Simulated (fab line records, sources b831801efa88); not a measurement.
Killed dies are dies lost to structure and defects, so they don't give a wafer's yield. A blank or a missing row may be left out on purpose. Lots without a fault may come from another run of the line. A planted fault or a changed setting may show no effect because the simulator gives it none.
One fault seen from 2 desks | flow sky130 | each desk has only its own numbers; what lay behind them comes last

THE TOOL OWNER'S DESK: implanter-03
The tool's own readings at SKY_NWELL_IMPLANT_24: means of the sampled wafers that have a number, for each lot that ran on this tool. A lot is out of limits, marked OUT, if its mean lies more than 4 standard deviations from the usual mean; the brackets give that distance.
Columns: A = dose_ions_cm2 at SKY_NWELL_IMPLANT_24, usual 9.201e+12; B = faraday_current_uA at SKY_NWELL_IMPLANT_24, usual 51.8
lot  | first seen here | A                           | B
L100 | day 6 01:26     | 9.202e+12                   | 52.6
L101 | day 6 04:25     | 9.211e+12                   | 51.3
L105 | day 7 05:44     | 9.203e+12                   | 51.2
L107 | day 7 07:52     | 9.213e+12                   | 52.0
L111 | day 8 08:49     | 9.206e+12                   | 52.6
L113 | day 8 18:58     | 9.197e+12                   | 52.0
L119 | day 10 10:32    | 1.107e+13 (+99 or more) OUT | 62.0 (+10) OUT
L120 | day 10 16:52    | 1.105e+13 (+99 or more) OUT | 62.5 (+11) OUT
This desk's finding: out of limits on L119, L120; first on L119, day 10 10:32 (dose_ions_cm2 at SKY_NWELL_IMPLANT_24). In limits: L100, L101, L105, L107, L111, L113.

THE METROLOGY DESK
What the gauges read, lot by lot, whatever tool the lot ran on: means of the sampled wafers that have a number. A lot is out of limits, marked OUT, if its mean lies more than 4 standard deviations from the usual mean; the brackets give that distance.
Columns: A = FIELD_ISO_CVD_24_THK at SKY_FIELD_ISO_THK_MEAS_25, usual 595 nm; B = NWELL_2_TW at SKY_NWELL_TW_MEAS_26, usual 495; C = PWDE_RS at SKY_NWELL_RS_MEAS_31, usual 5282 ohm/sq
lot  | first seen here | A   | B              | C
L100 | day 2 18:47     | 593 | 496            | 5284
L101 | day 3 00:28     | 595 | 494            | 5276
L102 | day 3 00:30     | 595 | 496            | 5324
L105 | day 3 19:35     | 600 | 492            | 5265
L107 | day 4 02:17     | 589 | 500            | 5294
L109 | day 4 13:20     | 595 | 493            | 5261
L110 | day 4 20:49     | 595 | 497            | 5259
L111 | day 4 22:32     | 597 | 500            | 5291
L112 | day 5 02:37     | 596 | 499            | 5281
L113 | day 5 07:01     | 594 | 500            | 5268
L119 | day 6 15:35     | 596 | 520 (+7.0) OUT | 5270
L120 | day 6 22:39     | 593 | 518 (+6.7) OUT | 5296
L121 | day 7 04:01     | 595 | 495            | 5285
This desk's finding: out of limits on L119, L120; first on L119, day 10 10:47 (NWELL_2_TW at SKY_NWELL_TW_MEAS_26). In limits: L100, L101, L102, L105, L107, L109, L110, L111, L112, L113, L121.

PUT TOGETHER
The tool owner's desk could have raised an alarm at day 10 10:32, on L119, L120.
The metrology desk could have raised an alarm at day 10 10:47, on L119, L120.
Of the lots named, all ran SKY_NWELL_IMPLANT_24 on implanter-03.

WHAT THE SIMULATOR HAD PUT IN
Process parameter drift: implanter-03, from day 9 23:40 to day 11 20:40, at SKY_NWELL_IMPLANT_24. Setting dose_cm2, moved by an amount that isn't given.
Lots struck among those shown: L119, L120.
Hours from the fault's start to each desk's first reading out of limits: the tool owner's desk, 11; the metrology desk, 11.
